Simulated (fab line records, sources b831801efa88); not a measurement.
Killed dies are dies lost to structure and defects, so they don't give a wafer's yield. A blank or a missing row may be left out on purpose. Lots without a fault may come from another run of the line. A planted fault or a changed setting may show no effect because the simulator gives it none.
fab line records | flow gf180mcu
record lots=5 wafers=15 last_day=34
route steps=602 shown M2@375 V2@382
lots that met no fault: from a run of the same line without faults
start_h: hours from the record's first day to the start of the lot's first wafer shown | wait_h: hours since the lot's step before | " the same as in the row above | L1.1+2: a row that stands for several wafers | - no value, or no start given | * or withheld: withheld | < > ~ a bound
route shown NAME@n: a module of which the file shows steps, and the number in the route of the first | usual: mean/standard deviation of fault-free wafers | same: alike in all rows | chamber/n: place in a boat | sites: the reading at each site | _std_site: their standard deviation | _edge_site: outer sites' mean less inner sites' | radius_mm: how far each site lies from the wafer's centre | mask NAME#n: copy n | behind: the tool/chamber that last shaped the wafer | hold: why the lot was held/for how many hours/how that ended | device: the transistor (n, p or np) that didn't switch | end of line: the same wafers' tests at the end of the route | a step without rows: its recipe alone | killed: dies lost to structure and defects at the first sort, not the wafer's yield | map: a wafer's dies, x killed, . not, _ none there
set.NAME: the setting as run; set.NAME@STEP: as run at that earlier step | model.NAME: the simulator's own value behind a step, which no gauge read
lots at some steps of the route; a table a step, a row a wafer
services: from which hour (start_h, from the record's first day; less than 0 if before it) a tool's chamber was out of use, for how many hours, and why
## steps
# step GF_M2_DEVELOP_13
# recipe develop_time_s=58.94 dev_temp_c=21
# same develop_time_s=58.94
# columns lot.wafer tool chamber start_h wait_h
L075.2+5+6 litho_track-02 0 447.90 0.2
L087.1+2+6 litho_track-03 0 553.41 0.2
L092.3+4+6 litho_track-03 0 595.01 0.1
L093.1+2+3 litho_track-04 0 607.51 0.2
L096.4+5+6 litho_track-02 0 620.15 0.1
# step GF_M2_CD_MEAS_14
# recipe target_cd_nm=280
# usual cd_nm=279.4/1.2
# columns lot.wafer tool chamber start_h wait_h cd_nm
L075.2 cd_sem-02 - 448.05 0.1 278.3
L075.5 " - " " 278.4
L075.6 " - " " 279.4
L087.1 cd_sem-01 - 553.56 0.1 280.3
L087.2 " - " " 278.9
L087.6 " - " " 280.2
L092.3 cd_sem-02 - 595.15 0.1 277.6
L092.4 " - " " 279.2
L092.6 " - " " 280.7
L093.1 cd_sem-02 - 607.66 0.1 280.8
L093.2 " - " " 281.2
L093.3 " - " " 281.1
L096.4 cd_sem-02 - 620.28 0.1 281.2
L096.5 " - " " 281.8
L096.6 " - " " 281.0
# step GF_M2_OVL_MEAS_15
# usual M2_OVL=2/4.6
# columns lot.wafer tool chamber start_h wait_h M2_OVL[nm]
L075.2 overlay-02 - 448.15 0.1 5
L075.5 " - " " -4
L075.6 " - " " -1
L087.1 overlay-02 - 553.68 0.1 3
L087.2 " - " " 6
L087.6 " - " " 1
L092.3 overlay-01 - 595.25 0.1 16
L092.4 " - " " 7
L092.6 " - " " 7
L093.1 overlay-01 - 607.78 0.1 2
L093.2 " - " " 2
L093.3 " - " " 5
L096.4 overlay-02 - 620.36 0.1 -1
L096.5 " - " " 5
L096.6 " - " " -1
# step GF_M2_METAL_ETCH_16
# recipe chemistry=Cl2/BCl3 mask_material=KrF target_depth_nm=627.5 stop_on=SiO2 pressure_mtorr=8 icp_w=800 bias_w=140 Cl2_flow_sccm=80 bcl3_flow_sccm=40 time_s=104.6
# usual drypump_motor_current_A=5.6/0.33 oes_product_au=0.972/0.0067 throttle_valve_pct=28.250/0.011
# columns lot.wafer tool chamber start_h wait_h drypump_motor_current_A oes_product_au rf_hours_counter_h throttle_valve_pct
L075.2 rie_metal-02 0 448.18 0.0 5.9 0.958 8 28.255
L075.5 " 1 " " 5.7 0.957 - 28.257
L075.6 " 0 " " 5.9 0.970 - 28.255
L087.1 rie_metal-03 0 553.72 0.0 5.3 0.975 6 28.240
L087.2 " 1 " " 5.9 0.973 6 28.253
L087.6 " 1 " " 5.9 0.974 - 28.240
L092.3 rie_metal-03 1 595.31 0.1 5.9 0.978 - 28.247
L092.4 " 0 " " 5.3 0.974 - 28.254
L092.6 " 0 " " 5.3 0.977 - 28.242
L093.1 rie_metal-04 0 607.81 0.0 5.6 0.981 5 28.261
L093.2 " 1 " " 5.0 0.968 0 28.251
L093.3 " 0 " " 5.6 0.984 - 28.235
L096.4 rie_metal-04 1 620.42 0.0 5.0 0.964 - 28.256
L096.5 " 1 " " 5.0 0.969 - 28.246
L096.6 " 0 " " 5.6 0.963 - 28.264
# step GF_M2_STRIP_17
# recipe chemistry=O2/N2 power_w=1400 pressure_mtorr=1500 platen_temp_c=250 o2_flow_sccm=3000 n2_flow_sccm=300 overash_fraction=0.5
# usual drypump_motor_current_A=5.5/0.31 heater_power_w=315/19 oes_product_au=0.558/0.0047 strip_time_to_endpoint_s=7.88/0.05
# columns lot.wafer tool chamber start_h wait_h drypump_motor_current_A heater_power_w oes_product_au rf_hours_counter_h strip_time_to_endpoint_s
L075.2 plasma_asher-04 1 448.29 0.1 5.4 289 0.562 69 7.84
L075.5 " 1 " " 5.4 286 0.562 - 7.86
L075.6 " 0 " " 5.5 324 0.561 - 7.90
L087.1 plasma_asher-03 1 553.83 0.1 5.7 337 0.559 88 7.85
L087.2 " 0 " " 5.1 347 0.557 88 7.90
L087.6 " 1 " " 5.7 338 0.559 - 7.87
L092.3 plasma_asher-01 1 595.42 0.1 6.1 293 0.553 - 7.84
L092.4 " 0 " " 5.2 314 0.549 - 7.81
L092.6 " 1 " " 6.1 301 0.557 - 7.78
L093.1 plasma_asher-01 1 607.93 0.1 6.0 303 0.567 19 7.90
L093.2 " 0 " " 5.2 321 0.553 19 7.81
L093.3 " 0 " " 5.2 322 0.556 - 7.87
L096.4 plasma_asher-01 1 620.53 0.1 6.1 306 0.548 - 7.89
L096.5 " 0 " " 5.2 317 0.563 - 7.88
L096.6 " 1 " " 6.0 302 0.554 - 7.94
# step GF_M2_STRIP_18
# recipe chemistry=post_etch_residue_remover time_s=1200 temp_c=72.5
# columns lot.wafer tool chamber start_h wait_h
L075.2+5+6 wet_bench-02 3 448.39 0.1
L087.1+2+6 wet_bench-04 1 553.93 0.1
L092.3+4+6 wet_bench-04 1 595.48 0.0
L093.1+2+3 wet_bench-01 2 608.03 0.1
L096.4+5+6 wet_bench-04 1 620.59 0.0
# step GF_M2_CLEAN_19
# recipe chemistry=DIW dry=n2_spin
# columns lot.wafer tool chamber start_h wait_h
L075.2+5+6 wet_bench-04 3 448.74 0.0
L087.1+2+6 wet_bench-01 0 554.27 0.0
L092.3+4+6 wet_bench-04 1 595.82 0.0
L093.1+2+3 wet_bench-02 0 608.37 0.0
L096.4+5+6 wet_bench-01 2 620.93 0.0
# step GF_V2_CVD_00
# recipe material=SiO2 target_thk_nm=600 sigma_open_frac=0.3 temp_c=400 time_s=100 sih4_flow_sccm=60 pressure_mtorr=6
# usual pressure_mtorr=6.001/0.011
# columns lot.wafer tool chamber start_h wait_h pressure_mtorr
L075.2 hdpcvd-01 1 448.83 0.0 5.978
L075.5 " 0 " " 5.995
L075.6 " 2 " " 5.998
L087.1 hdpcvd-01 2 554.37 0.0 6.020
L087.2 " 1 " " 5.972
L087.6 " 0 " " 6.004
L092.3 hdpcvd-01 2 595.92 0.0 5.992
L092.4 " 2 " " 6.008
L092.6 " 1 " " 6.013
L093.1 hdpcvd-02 2 608.46 0.0 6.017
L093.2 " 0 " " 6.001
L093.3 " 2 " " 6.011
L096.4 hdpcvd-01 2 621.06 0.0 6.007
L096.5 " 0 " " 6.009
L096.6 " 1 " " 6.013
# step GF_V2_THK_MEAS_01
# recipe reads=SiO2_of_V2_CVD_00
# usual V2_CVD_00_THK=601/8.6
# columns lot.wafer tool chamber start_h wait_h V2_CVD_00_THK[nm]
L075.2 film_metro-02 - 448.91 0.0 595
L075.5 " - " " 606
L075.6 " - " " 596
L087.1 film_metro-03 - 554.44 0.0 590
L087.2 " - " " 589
L087.6 " - " " 596
L092.3 film_metro-02 - 596.01 0.1 604
L092.4 " - " " 602
L092.6 " - " " 603
L093.1 film_metro-02 - 608.57 0.1 599
L093.2 " - " " 605
L093.3 " - " " 593
L096.4 film_metro-02 - 621.13 0.0 596
L096.5 " - " " 604
L096.6 " - " " 597
# step GF_V2_CVD_02
# recipe material=SiO2 target_thk_nm=850 precursor=TEOS temp_c=400 time_s=94.851 rf_w=600
# usual heater_power_w=679/100
# columns lot.wafer tool chamber start_h wait_h heater_power_w
L075.2 pecvd-04 0 448.96 0.0 634
L075.5 " 0 " " 663
L075.6 " 2 " " 797
L087.1 pecvd-04 2 554.50 0.1 805
L087.2 " 0 " " 693
L087.6 " 0 " " 548
L092.3 pecvd-02 0 596.05 0.0 443
L092.4 " 2 " " 410
L092.6 " 0 " " 513
L093.1 pecvd-03 1 608.63 0.1 663
L093.2 " 2 " " 689
L093.3 " 0 " " 776
L096.4 pecvd-04 0 621.19 0.1 550
L096.5 " 1 " " 675
L096.6 " 2 " " 765
# step GF_V2_THK_MEAS_03
# recipe reads=SiO2_of_V2_CVD_02
# usual V2_CVD_02_THK=855/12
# columns lot.wafer tool chamber start_h wait_h V2_CVD_02_THK[nm]
L075.2 film_metro-01 - 449.04 0.0 848
L075.5 " - " " 866
L075.6 " - " " 870
L087.1 film_metro-02 - 554.57 0.0 867
L087.2 " - " " 854
L087.6 " - " " 866
L092.3 film_metro-02 - 596.14 0.1 845
L092.4 " - " " 862
L092.6 " - " " 859
L093.1 film_metro-02 - 608.70 0.0 841
L093.2 " - " " 868
L093.3 " - " " 856
L096.4 film_metro-02 - 621.26 0.0 877
L096.5 " - " " 872
L096.6 " - " " 887
# step GF_V2_CMP_04
# recipe material=SiO2 down_force_psi=4 platen_rpm=60 pad_velocity_m_s=0.94248
# usual motor_current_A=12.3/1.1 time_to_endpoint_s=83/6.4
# columns lot.wafer tool chamber start_h wait_h motor_current_A time_to_endpoint_s
L075.2 cmp-01 1 449.19 0.1 11.0 80
L075.5 " 3 " " 14.0 86
L075.6 " 0 " " 13.2 98
L087.1 cmp-01 0 554.63 0.1 12.7 96
L087.2 " 3 " " 13.5 81
L087.6 " 0 " " 11.6 95
L092.3 cmp-01 1 596.18 0.0 11.4 71
L092.4 " 3 " " 13.0 78
L092.6 " 2 " " 12.2 81
L093.2 cmp-01 2 608.93 0.2 12.2 80
L093.3 " 3 " " 14.2 72
L093.1 " 0 " " 12.9 77
L096.4 cmp-01 2 621.39 0.1 12.4 88
L096.5 " 0 " " 11.8 94
L096.6 " 1 " " 10.7 88
# step GF_V2_BOW_MEAS_05
# recipe mode=bow
# usual V2_BOW=100/8.6
# columns lot.wafer tool chamber start_h wait_h V2_BOW[um]
L075.2 film_metro-03 - 449.41 0.2 101
L075.5 " - " " 100
L075.6 " - " " 101
L087.1 film_metro-01 - 554.93 0.2 102
L087.2 " - " " 91
L087.6 " - " " 109
L092.3 film_metro-02 - 596.52 0.3 104
L092.4 " - " " 110
L092.6 " - " " 95
L093.1 film_metro-03 - 609.18 0.1 116
L093.2 " - " " 104
L093.3 " - " " 97
L096.4 film_metro-02 - 621.65 0.2 102
L096.5 " - " " 104
L096.6 " - " " 115
# step GF_V2_DEHYDRATE_06
# recipe temp_c=200 time_s=60
# columns lot.wafer tool chamber start_h wait_h
L075.2+5+6 litho_track-04 0 460.78 11.4
L087.1+2+6 litho_track-04 0 565.46 10.5
L092.3+4+6 litho_track-04 0 605.96 9.4
L093.1+2+3 litho_track-03 0 619.61 10.4
L096.4+5+6 litho_track-04 0 630.58 8.9
# step GF_V2_HMDS_07
# recipe prime_time_s=60 prime_temp_c=120
# usual prime_temp_c=120.03/0.14
# columns lot.wafer tool chamber start_h wait_h prime_temp_c
L075.2 litho_track-04 0 460.93 0.1 120.21
L075.5 " 0 " " 120.05
L075.6 " 0 " " 120.16
L087.1 litho_track-04 0 565.61 0.1 120.00
L087.2 " 0 " " 120.04
L087.6 " 0 " " 119.96
L092.3 litho_track-04 0 606.11 0.1 119.89
L092.4 " 0 " " 119.90
L092.6 " 0 " " 119.99
L093.1 litho_track-03 0 619.76 0.1 120.18
L093.2 " 0 " " 120.01
L093.3 " 0 " " 120.25
L096.4 litho_track-04 0 630.73 0.1 119.97
L096.5 " 0 " " 120.28
L096.6 " 0 " " 119.92
# step GF_V2_COAT_08
# recipe resist=BARC temp_c=withheld time_s=withheld spin_rpm=withheld resist_thk_nm=withheld
# columns lot.wafer tool chamber start_h wait_h
L075.2+5+6 litho_track-04 0 461.08 0.1
L087.1+2+6 litho_track-04 0 565.76 0.1
L092.3+4+6 litho_track-04 0 606.26 0.1
L093.1+2+3 litho_track-03 0 619.91 0.1
L096.4+5+6 litho_track-04 0 630.88 0.1
# step GF_V2_COAT_09
# recipe resist=KrF spin_rpm=withheld resist_thk_nm=1000
# columns lot.wafer tool chamber start_h wait_h
L075.2+5+6 litho_track-04 0 - -
L087.1+2+6 litho_track-04 0 - -
L092.3+4+6 litho_track-04 0 - -
L093.1+2+3 litho_track-03 0 - -
L096.4+5+6 litho_track-04 0 - -
# step GF_V2_SOFTBAKE_10
# recipe temp_c=130 time_s=60 resist=KrF
# columns lot.wafer tool chamber start_h wait_h
L075.2+5+6 litho_track-04 0 - -
L087.1+2+6 litho_track-04 0 - -
L092.3+4+6 litho_track-04 0 - -
L093.1+2+3 litho_track-03 0 - -
L096.4+5+6 litho_track-04 0 - -
# step GF_V2_EXPOSE_11
# recipe mask_id=Via2 target_cd_nm=260 na=0.68 source_shape=conventional sigma_outer=0.6 dose_mj=38
# usual exposure_dose_mJ_cm2=37.99/0.041
# columns lot.wafer tool chamber start_h wait_h mask exposure_dose_mJ_cm2
L075.2 krf_scanner-01 0 - - Via2#0 38.04
L075.5 " 0 " " Via2#0 38.02
L075.6 " 0 " " Via2#0 37.88
L087.1 krf_scanner-01 0 - - Via2#0 37.99
L087.2 " 0 " " Via2#0 37.99
L087.6 " 0 " " Via2#0 38.02
L092.3 krf_scanner-02 0 - - Via2#0 38.00
L092.4 " 0 " " Via2#0 38.01
L092.6 " 0 " " Via2#0 38.04
L093.1 krf_scanner-01 0 - - Via2#0 37.93
L093.2 " 0 " " Via2#0 38.00
L093.3 " 0 " " Via2#0 37.95
L096.4 krf_scanner-01 0 - - Via2#0 38.03
L096.5 " 0 " " Via2#0 38.02
L096.6 " 0 " " Via2#0 38.05
# step GF_V2_PEB_12
# recipe peb_temp_c=135 peb_time_s=90 resist=KrF
# columns lot.wafer tool chamber start_h wait_h
L075.2+5+6 litho_track-01 0 - -
L087.1+2+6 litho_track-01 0 - -
L092.3+4+6 litho_track-04 0 - -
L093.1+2+3 litho_track-01 0 - -
L096.4+5+6 litho_track-01 0 - -
# step GF_V2_DEVELOP_13
# recipe develop_time_s=60 resist=KrF dev_temp_c=21
# same develop_time_s=60
# columns lot.wafer tool chamber start_h wait_h
L075.2+5+6 litho_track-01 0 473.58 0.2
L087.1+2+6 litho_track-01 0 577.55 0.2
L092.3+4+6 litho_track-04 0 616.81 0.1
L093.1+2+3 litho_track-01 0 629.65 0.2
L096.4+5+6 litho_track-01 0 641.68 0.1
# step GF_V2_CD_MEAS_14
# recipe target_cd_nm=260
# usual cd_nm=260.2/1.2
# columns lot.wafer tool chamber start_h wait_h cd_nm
L075.2 cd_sem-01 - 473.72 0.1 261.9
L075.5 " - " " 261.1
L075.6 " - " " 261.6
L087.1 cd_sem-01 - 577.70 0.1 260.7
L087.2 " - " " 260.5
L087.6 " - " " 260.8
L092.3 cd_sem-02 - 616.95 0.1 260.4
L092.4 " - " " 260.5
L092.6 " - " " 260.2
L093.1 cd_sem-02 - 629.80 0.1 259.1
L093.2 " - " " 259.2
L093.3 " - " " 259.3
L096.4 cd_sem-01 - 641.81 0.1 261.2
L096.5 " - " " 260.2
L096.6 " - " " 260.7
# step GF_V2_OVL_MEAS_15
# usual V2_OVL=-1/5
# columns lot.wafer tool chamber start_h wait_h V2_OVL[nm]
L075.2 overlay-01 - 473.83 0.1 1
L075.5 " - " " 5
L075.6 " - " " -4
L087.1 overlay-01 - 577.82 0.1 -2
L087.2 " - " " -7
L087.6 " - " " 2
L092.3 overlay-01 - 617.04 0.1 -3
L092.4 " - " " -1
L092.6 " - " " 1
L093.1 overlay-02 - 629.92 0.1 -4
L093.2 " - " " -4
L093.3 " - " " -2
L096.4 overlay-02 - 641.89 0.1 -7
L096.5 " - " " -4
L096.6 " - " " -4
# step GF_V2_ETCH_16
# recipe chemistry=N2/H2 target_depth_a=withheld overetch_a=withheld time_s=withheld target=BARC ion_energy_ev=200 source_w=500 bias_w=100 pressure_mtorr=30 n2_flow_sccm=100 h2_flow_sccm=200
# usual drypump_motor_current_A=5.7/0.54 oes_product_au=0.855/0.0045 throttle_valve_pct=13.225/0.0095
# columns lot.wafer tool chamber start_h wait_h drypump_motor_current_A oes_product_au throttle_valve_pct
L075.2 rie_diel-03 3 473.86 0.0 4.7 0.850 13.213
L075.5 " 2 " " 5.7 0.853 13.213
L075.6 " 1 " " 5.5 0.858 13.214
L087.1 rie_diel-04 0 577.86 0.0 5.5 0.864 13.233
L087.2 " 2 " " 6.1 0.851 13.208
L087.6 " 0 " " 5.5 0.855 13.228
L092.3 rie_diel-03 3 617.06 0.0 4.7 0.848 13.204
L092.4 " 3 " " 4.7 0.854 13.241
L092.6 " 0 " " 6.4 0.859 13.229
L093.1 rie_diel-02 2 629.96 0.0 5.0 0.859 13.230
L093.2 " 1 " " 5.6 0.856 13.237
L093.3 " 0 " " 5.8 0.865 13.221
L096.4 rie_diel-04 3 641.91 0.0 5.4 0.852 13.203
L096.5 " 2 " " 6.0 0.847 13.231
L096.6 " 3 " " 5.4 0.854 13.236
# step GF_V2_ETCH_17
# recipe chemistry=C4F8/O2/Ar mask_material=KrF target=SiO2 stop_on=TiN source_w=1500 bias_w=1233 pressure_mtorr=40 c4f8_flow_sccm=withheld O2_flow_sccm=6 Ar_flow_sccm=300 time_s=withheld target_depth_a=6300
# usual oes_product_au=0.856/0.005
# columns lot.wafer tool chamber start_h wait_h oes_product_au
L075.2 rie_diel-03 3 - - 0.855
L075.5 " 2 " " 0.850
L075.6 " 1 " " 0.857
L087.1 rie_diel-04 0 - - 0.860
L087.2 " 2 " " 0.847
L087.6 " 0 " " 0.864
L092.3 rie_diel-03 3 - - 0.854
L092.4 " 3 " " 0.850
L092.6 " 0 " " 0.851
L093.1 rie_diel-02 2 - - 0.852
L093.2 " 1 " " 0.861
L093.3 " 0 " " 0.853
L096.4 rie_diel-04 3 - - 0.854
L096.5 " 2 " " 0.861
L096.6 " 3 " " 0.860
# step GF_V2_STRIP_18
# recipe chemistry=O2/N2 power_w=1400 pressure_mtorr=1500 platen_temp_c=250 o2_flow_sccm=3000 n2_flow_sccm=300 overash_fraction=0.5
# usual drypump_motor_current_A=5.34/0.28 heater_power_w=326/27 oes_product_au=0.592/0.0052
# columns lot.wafer tool chamber start_h wait_h drypump_motor_current_A heater_power_w oes_product_au rf_hours_counter_h
L075.2 plasma_asher-04 0 473.99 - 5.51 323 0.589 73
L075.5 " 1 " " 5.38 291 0.592 -
L075.6 " 0 " " 5.50 316 0.593 -
L087.1 plasma_asher-04 0 577.99 - 5.50 328 0.591 84
L087.2 " 1 " " 5.39 294 0.599 84
L087.6 " 0 " " 5.51 320 0.583 -
L092.3 plasma_asher-02 1 617.23 - 4.92 363 0.590 -
L092.4 " 0 " " 5.42 297 0.592 -
L092.6 " 1 " " 4.92 349 0.597 -
L093.1 plasma_asher-02 0 630.09 - 5.43 287 0.593 56
L093.2 " 1 " " 4.91 355 0.591 56
L093.3 " 1 " " 4.94 357 0.585 -
L096.4 plasma_asher-03 1 642.07 - 5.72 340 0.583 -
L096.5 " 0 " " 5.12 353 0.589 -
L096.6 " 1 " " 5.72 328 0.587 -
# step GF_V2_STRIP_19
# recipe chemistry=post_etch_residue_remover time_s=1200 temp_c=72.5
# columns lot.wafer tool chamber start_h wait_h
L075.2+5+6 wet_bench-04 1 474.09 0.1
L087.1+2+6 wet_bench-04 1 578.09 0.1
L092.3+4+6 wet_bench-02 1 617.29 0.0
L093.1+2+3 wet_bench-03 0 630.19 0.1
L096.4+5+6 wet_bench-02 1 642.14 0.0
# step GF_V2_CLEAN_20
# recipe chemistry=DIW dry=n2_spin
# columns lot.wafer tool chamber start_h wait_h
L075.2+5+6 wet_bench-02 2 474.43 0.0
L087.1+2+6 wet_bench-03 0 578.43 0.0
L092.3+4+6 wet_bench-03 1 617.66 0.0
L093.1+2+3 wet_bench-02 3 630.53 0.0
L096.4+5+6 wet_bench-04 0 642.48 0.0
## services
# columns tool chamber start_h hours kind
rie_diel-03 0 426.13 1.9 repair
wet_bench-01 - 429.64 1.2 repair
rie_diel-04 - 485.48 0.2 repair
rie_diel-03 0 486.31 52.2 repair
krf_scanner-01 - 492.70 1.3 pm
krf_scanner-01 - 494.16 0.8 pm
rie_diel-04 3 506.04 1.5 repair
plasma_asher-01 - 506.67 6.7 repair
pecvd-04 2 521.88 2.1 repair
krf_scanner-01 - 528.87 1.0 pm
krf_scanner-01 - 537.78 3.6 pm
hdpcvd-01 - 539.25 15.0 pm
rie_diel-03 0 541.59 4.9 repair
krf_scanner-01 - 544.50 0.6 repair
krf_scanner-01 - 547.16 0.8 pm
plasma_asher-04 - 551.81 9.4 repair
krf_scanner-01 - 557.05 0.2 repair
rie_diel-03 1 567.43 4.9 repair
cmp-01 - 572.00 4.0 pm
krf_scanner-01 - 575.70 1.3 repair
plasma_asher-04 - 575.97 0.5 repair
pecvd-04 - 578.54 6.0 pm
rie_diel-03 2 593.03 36.8 repair
rie_diel-04 - 615.36 2.8 pm
## key
fault none
